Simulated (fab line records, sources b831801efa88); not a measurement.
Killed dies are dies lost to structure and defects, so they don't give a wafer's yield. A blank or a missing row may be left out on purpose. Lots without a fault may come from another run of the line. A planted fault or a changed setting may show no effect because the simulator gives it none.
A struck lot beside a sound one | flow sky130 | 15 steps out of a route of 708
Sound: wafers L943.1, L943.4, L943.6. Struck: wafers L940.2, L940.4, L940.5. The cause comes at the end.
At each step with rows: each side's tool, then ch and its chambers, then its first start. Under that, the readings that differ: sound wafers | struck wafers | difference of the means | sigmas: that difference in standard deviations of wafers without a fault.
alike: readings whose means differ by less than 2 such deviations, and words and numbers that are the same on both sides. not compared: withheld readings, readings that some wafer has no value for, bounds like >300 that may hide the same value, and numbers for which the record gives no deviation and whose values overlap.
The two part at a step that has a row with sigmas, a row that says differs or no value, or rows on one side only. Numbers that don't overlap but have no deviation are shown without sigmas and don't part them. A reading that every wafer of one side lacks parts them only if that side has two wafers or more.

SKY_RES_XHIGH_TW_MEAS_09:
  sound on film_metro-01, day 30 11:13; struck on film_metro-02, day 29 10:10
  alike: RES_XHIGH_TW
then, 7 steps without rows for these wafers: SKY_SD_N_DEHYDRATE_00 (time 60 s); SKY_SD_N_HMDS_01 (prime time 60 s); SKY_SD_N_COAT_02 (resist thk 1140 nm); SKY_SD_N_SOFTBAKE_03 (time 60 s); SKY_SD_N_EXPOSE_04 (exposes mask NSDM, target cd 380 nm); SKY_SD_N_PEB_05; SKY_SD_N_DEVELOP_06 (develop time 60 s).
SKY_SD_N_CD_MEAS_07: target cd 380 nm.
  sound on cd_sem-02, day 31 13:38; struck on cd_sem-01, day 30 14:21
  alike: cd_nm
SKY_SD_N_OVL_MEAS_08:
  sound on overlay-02, day 31 13:46; struck on overlay-02, day 30 14:27
  alike: SD_N_OVL
then, 2 steps without rows for these wafers: SKY_SD_N_IMPLANT_09; SKY_SD_N_IMPLANT_10.
SKY_SD_N_STRIP_11: strips in O2/N2.
  sound on plasma_asher-01 ch 0,1, day 31 14:05; struck on plasma_asher-02 ch 0,1, day 30 14:47
  no value came back on the struck wafers for any of 6 readings (chamber_pressure_mTorr (mTorr), drypump_motor_current_A (A) and others); on the sound wafers chamber_pressure_mTorr (mTorr) reads 1501.6 1499.8 1498.8
  reading                                   | sound | struck         | difference | sigmas
  model.NOVOLAK_of_SD_N_COAT_02.thk_nm (nm) | 0 0 0 | 1140 1139 1139 | +1139      |
  not compared: rf_hours_counter_h
SKY_SD_N_TW_MEAS_12:
  sound on film_metro-01, day 31 14:11; struck on film_metro-01, day 30 14:53
  alike: SD_N_TW
-- the record jumps here: 17 days lie between the struck wafers' starts before and after (it left off in module SD_N and takes up again in module PAD_OPEN, whose first step shown is number 708 of the route) --
SKY_PAD_OPEN_PROBE_99:
  sound on prober-01, day 48 11:16; struck on prober-01, day 47 19:37
  reading             | sound    | struck      | difference | sigmas
  killed_at_front_end | 15 12 18 | 426 421 419 | +407       | +92
  killed_dies         | 85 81 99 | 492 492 492 | +404       | +44
  killed_on_rim       | 10 12 16 | 96 96 96    | +83        | +21
  alike: killed_at_M0_to_M3, killed_at_M4_up, killed_at_contacts, killed_at_other, killed_open, killed_short

WHERE THEY PART
First at SKY_SD_N_STRIP_11; last, within this record, at SKY_PAD_OPEN_PROBE_99.

WHY: what the simulator had put in
Skipped step whole: plasma_asher-02, from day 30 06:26 on, at SKY_SD_N_STRIP_11. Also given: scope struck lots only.
